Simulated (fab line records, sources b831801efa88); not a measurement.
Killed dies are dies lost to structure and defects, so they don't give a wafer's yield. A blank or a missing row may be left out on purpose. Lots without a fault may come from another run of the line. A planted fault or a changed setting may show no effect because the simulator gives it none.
Split-lot experiment | flow sfq_line | 5 lots, 23 wafers read, on a route of 325 steps

THE SPLIT
At SFQ_TRILAYER_M3_LITHO_COAT_080 (resist thk 62 nm), the setting resist_thk_nm was moved away from the recipe's 62 nm on 10 of the 23 wafers read, by +2.0% to +3.9%. The other wafers ran this setting at the recipe's value.

The reading is taken at the split's own step.

THE READING
BARC_of_TRILAYER_M3_LITHO_COAT_080.thk_nm (the simulator's own value, which no gauge read), in nm, at SFQ_TRILAYER_M3_LITHO_COAT_080 (resist thk 62 nm). The file gives no usual value for it. The 13 wafers here that ran the recipe average 62.18 nm, standard deviation 0.16 nm.

wafer  | tool, chamber at the split | resist_thk_nm as run, nm | against the recipe | BARC_of_TRILAYER_M3_LITHO_COAT_080.thk_nm, nm | against lot-mates on the recipe
L077.1 | litho_track-03, 0          | 63.8                     | +2.9%              | 64.05                                         | +1.91
L077.2 | litho_track-03, 0          | 62                       | recipe             | 62.05                                         | -
L077.3 | litho_track-03, 0          | 63.8                     | +2.9%              | 64                                            | +1.86
L077.4 | litho_track-03, 0          | 62                       | recipe             | 62.15                                         | -
L077.5 | litho_track-03, 0          | 62                       | recipe             | 62.22                                         | -
L078.1 | litho_track-03, 0          | 63.21                    | +2.0%              | 63.52                                         | +1.24
L078.2 | litho_track-03, 0          | 63.21                    | +2.0%              | 63.39                                         | +1.11
L078.3 | litho_track-03, 0          | 62                       | recipe             | 62.34                                         | -
L078.4 | litho_track-03, 0          | 63.21                    | +2.0%              | 63.58                                         | +1.30
L078.6 | litho_track-03, 0          | 62                       | recipe             | 62.23                                         | -
L079.1 | litho_track-04, 0          | 62                       | recipe             | 62.38                                         | -
L079.2 | litho_track-04, 0          | 64.39                    | +3.9%              | 64.72                                         | +2.41
L079.3 | litho_track-04, 0          | 64.39                    | +3.9%              | 64.72                                         | +2.41
L079.4 | litho_track-04, 0          | 64.39                    | +3.9%              | 64.56                                         | +2.25
L079.6 | litho_track-04, 0          | 62                       | recipe             | 62.25                                         | -
L081.1 | litho_track-02, 0          | 62                       | recipe             | 62.38                                         | -
L081.2 | litho_track-02, 0          | 63.66                    | +2.7%              | 63.91                                         | +1.62
L081.4 | litho_track-02, 0          | 62                       | recipe             | 62.24                                         | -
L081.5 | litho_track-02, 0          | 62                       | recipe             | 62.24                                         | -
L081.6 | litho_track-02, 0          | 63.66                    | +2.7%              | 64.1                                          | +1.81
L085.3 | litho_track-04, 0          | 62                       | recipe             | 61.98                                         | -
L085.4 | litho_track-04, 0          | 62                       | recipe             | 61.83                                         | -
L085.6 | litho_track-04, 0          | 62                       | recipe             | 62.02                                         | -

THE FIT
A straight line over all 23 wafers: BARC_of_TRILAYER_M3_LITHO_COAT_080.thk_nm changes by +0.652 nm for each +1% of resist_thk_nm; r = +0.99; the points scatter about the line by 0.14 nm.
The same after taking each lot's own level away (the mean of its wafers on the recipe; 23 wafers): +0.623 nm for each +1%; r = +1.00; scatter 0.082 nm.
On that fit, the largest move of resist_thk_nm shifts the reading by 2.4 nm.
The lots' own levels span 61.943 to 62.315 nm, that is 2.3 times the standard deviation above.
So the lot-to-lot level changes the slope little: the two slopes agree.
Check: with one of the wafers moved furthest among these (+3.9%) left out of the fit, the line predicts +2.41 nm for it against its lot-mates. It came out at +2.41 nm against them.

OTHER SPLITS ON THESE WAFERS
These wafers also went through other splits before the reading. Each is held against what the fit with the lots' levels taken away leaves over:
other split on the same wafers                    | wafers away from the commonest value | r with BARC_of_TRILAYER_M3_LITHO_COAT_080.thk_nm (lot level and that fit taken away)
SFQ_TRILAYER_M1_LITHO_COAT_044 spin_rpm           | 9                                    | -0.01
SFQ_TRILAYER_M1_ETCH_METAL_ETCH_042 time_s        | 6                                    | -0.46
SFQ_TRILAYER_M2_DEP_SPUTTER_055 time_s            | 8                                    | +0.23
SFQ_TRILAYER_M2_LITHO_COAT_062 spin_rpm           | 10                                   | -0.34
SFQ_TRILAYER_I2_VIA_LITHO_COAT_067 spin_rpm       | 8                                    | -0.27
SFQ_TRILAYER_I2_VIA_BARC_OPEN_VIA_ETCH_096 bias_w | 5                                    | -0.24
SFQ_TRILAYER_M3_DEP_SPUTTER_073 time_s            | 7                                    | -0.14

THE FILE'S OWN FIT
BARC_of_TRILAYER_M3_LITHO_COAT_080.thk_nm changes by +0.627 nm for each +1% of resist_thk_nm, r = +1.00.
